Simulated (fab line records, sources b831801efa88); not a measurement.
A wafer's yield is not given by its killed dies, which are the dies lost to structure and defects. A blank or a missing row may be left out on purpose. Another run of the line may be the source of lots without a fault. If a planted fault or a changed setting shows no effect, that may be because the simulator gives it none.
Which tool is to blame? | flow gf180mcu | 13 lots, 39 wafers sampled, at 4 steps of a route of 602

== WHAT THE GAUGES READ, wafer by wafer ==
GF_DUAL_GATE_THK_MEAS_03. Usual: for DUAL_GATE_OXIDATION_00_THK the level is 10.98 nm and the standard deviation is 0.19.
lot  | measured     | on           | DUAL_GATE_OXIDATION_00_THK (nm) | flag
L658 | day 7 16:52  | filmMetro-04 | 11.00 10.91 10.95               | 
L659 | day 7 20:57  | filmMetro-01 | 11.03 10.85 10.95               | 
L660 | day 8 03:24  | filmMetro-02 | 11.05 11.01 10.73               | 
L661 | day 8 12:28  | filmMetro-01 | 11.25 11.23 10.88               | 
L662 | day 8 17:34  | filmMetro-01 | 10.77 10.81 10.88               | 
L664 | day 9 10:18  | filmMetro-04 | 10.72 10.74 10.69               | 
L666 | day 9 21:56  | filmMetro-02 | 11.23 11.00 11.13               | 
L674 | day 12 04:07 | filmMetro-01 | 11.07 11.05 10.86               | 
L675 | day 12 11:17 | filmMetro-02 | 11.08 11.00 11.18               | 
L676 | day 12 15:38 | filmMetro-04 | 10.96 11.05 10.99               | 
L679 | day 13 12:28 | filmMetro-02 | 10.79 10.85 10.84               | 
L680 | day 13 18:08 | filmMetro-01 | 11.40 11.43 11.31               | 
L681 | day 14 02:31 | filmMetro-02 | 10.90 10.58 10.72               | 

GF_DUAL_GATE_OVL_MEAS_11. Usual: for DUAL_GATE_OVL the level is 0.1 nm and the standard deviation is 1.3.
lot  | measured     | on         | DUAL_GATE_OVL (nm) | flag
L658 | day 8 09:12  | overlay-02 | -0.6 -2.3 -0.6     | 
L659 | day 8 13:18  | overlay-02 | 0.4 1.9 1.7        | 
L660 | day 8 19:29  | overlay-02 | -1.0 0.4 0.1       | 
L661 | day 9 05:26  | overlay-01 | -1.6 -2.5 -1.0     | 
L662 | day 9 10:52  | overlay-02 | 0.8 1.6 0.1        | 
L664 | day 10 03:20 | overlay-01 | 0.4 -0.4 0.3       | 
L666 | day 10 15:38 | overlay-01 | 0.3 -0.1 -1.3      | 
L674 | day 12 23:14 | overlay-02 | -0.5 0.0 -0.1      | 
L675 | day 13 06:22 | overlay-02 | 1.1 0.9 1.8        | 
L676 | day 13 11:46 | overlay-01 | -1.1 -0.1 -1.0     | 
L679 | day 14 09:20 | overlay-01 | -0.7 0.5 0.1       | 
L680 | day 14 14:29 | overlay-01 | -0.5 -0.8 0.0      | 
L681 | day 14 23:03 | overlay-01 | -0.4 -1.1 0.5      | 

GF_HV_LDD_TW_MEAS_23. Usual: for HV_LDD_2_TW the level is 1050 and the standard deviation is 9.3.
lot  | measured     | on           | HV_LDD_2_TW    | flag
L658 | day 10 19:24 | filmMetro-03 | 1046 1046 1048 | 
L659 | day 10 23:30 | filmMetro-03 | 1046 1043 1047 | 
L660 | day 11 04:53 | filmMetro-02 | 1064 1061 1060 | 
L661 | day 11 16:53 | filmMetro-03 | 1043 1047 1045 | 
L662 | day 12 01:51 | filmMetro-02 | 1063 1056 1062 | 
L664 | day 12 16:57 | filmMetro-02 | 1059 1056 1061 | 
L666 | day 13 07:08 | filmMetro-03 | 1047 1047 1048 | 
L674 | day 15 20:27 | filmMetro-03 | 1047 1048 1053 | 
L675 | day 16 02:21 | filmMetro-02 | 1066 1065 1063 | 
L676 | day 16 09:23 | filmMetro-04 | 1038 1040 1041 | 
L679 | day 17 09:45 | filmMetro-03 | 1039 1045 1043 | 
L680 | day 17 15:17 | filmMetro-03 | 1041 1046 1038 | 
L681 | day 18 01:04 | filmMetro-04 | 1040 1044 1041 | 

== EACH LOT AND THE TOOL THAT RAN IT (in order: tool; ch and the chambers of the sampled wafers; start) ==
lot  | GF_STI_WET_ETCH_27
L658 | wetBench-01 ch 3, day 2 06:55
L659 | wetBench-01 ch 2, day 2 09:56
L660 | wetBench-03 ch 1, day 2 14:16
L661 | wetBench-01 ch 2, day 2 21:13
L662 | wetBench-04 ch 3, day 3 00:20
L664 | wetBench-03 ch 2, day 3 13:05
L666 | wetBench-01 ch 2, day 3 21:59
L674 | wetBench-04 ch 3, day 5 14:21
L675 | wetBench-03 ch 1, day 5 19:52
L676 | wetBench-04 ch 1, day 6 00:44
L679 | wetBench-03 ch 0, day 6 15:55
L680 | wetBench-03 ch 1, day 6 21:14
L681 | wetBench-04 ch 2, day 7 01:47
- GF_STI_WET_ETCH_27: etches Si3N4 in H3PO4, target depth 160 nm, time 1825 s.

== WHAT THE TOOLS THEMSELVES READ (means of the sampled wafers that have a number; where no wafer has one, the mark that the record gives instead) ==
GF_STI_WET_ETCH_27. Usual: bathGuardTempC 159.7 C, standard deviation 0.43; tempC 159.97 C, standard deviation 0.18.
lot  | tool        | bathGuardTempC (C) | tempC (C) | flag
L658 | wetBench-01 | 160.3              | 160.25    | 
L659 | wetBench-01 | 159.7              | 159.88    | 
L660 | wetBench-03 | 159.4              | 160.27    | 
L661 | wetBench-01 | 159.8              | 160.12    | 
L662 | wetBench-04 | 159.2              | 159.86    | 
L664 | wetBench-03 | 159.6              | 160.24    | 
L666 | wetBench-01 | 157.7              | 157.72    | OFF
L674 | wetBench-04 | 158.7              | 159.66    | 
L675 | wetBench-03 | 159.4              | 160.09    | 
L676 | wetBench-04 | 159.6              | 160.08    | 
L679 | wetBench-03 | 160.1              | 160.03    | 
L680 | wetBench-03 | 159.4              | 159.89    | 
L681 | wetBench-04 | 160.4              | 159.80    | 

== THE ANSWER, worked out from the rows above alone ==
Rule: a lot counts as off when the mean over its wafers that have a number is more than 3 standard deviations away from the usual mean. A lot without any number at a reading at which 4 lots or more have one is off too. All remaining lots with rows at the step are treated as sound. After the gauges, taken in route order, come the tools' own readings; for these a lot's mean is taken, as printed above. At the first step where some lot is off, the reading lying furthest off is the one used; lots without a number count as furthest.
Off, at GF_STI_WET_ETCH_27 on tempC: L666.
If a tool, at that step or one of the process steps before it, ran each lot that is off and ran no sound lot following the first of them, it fits. One fits: GF_STI_WET_ETCH_27 on wetBench-01. A fault onset in the window from L661 (day 2 21:13, its last sound lot) to L666 (day 3 21:59, its first lot off) fits.
On the lots that are off, the tool's own readings at GF_STI_WET_ETCH_27 differ by more than 5 times the standard deviation of the sound lots' means, which bears it out; tempC reads 157.72 C there versus 160.01 C on the sound lots.

== WHAT HAD BEEN PUT IN BY THE SIMULATOR ==
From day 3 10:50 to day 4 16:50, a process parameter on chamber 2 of wetBench-01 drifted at GF_STI_WET_ETCH_27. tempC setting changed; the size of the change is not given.
Struck lots among those shown: L666. This agrees with what the rule above found.
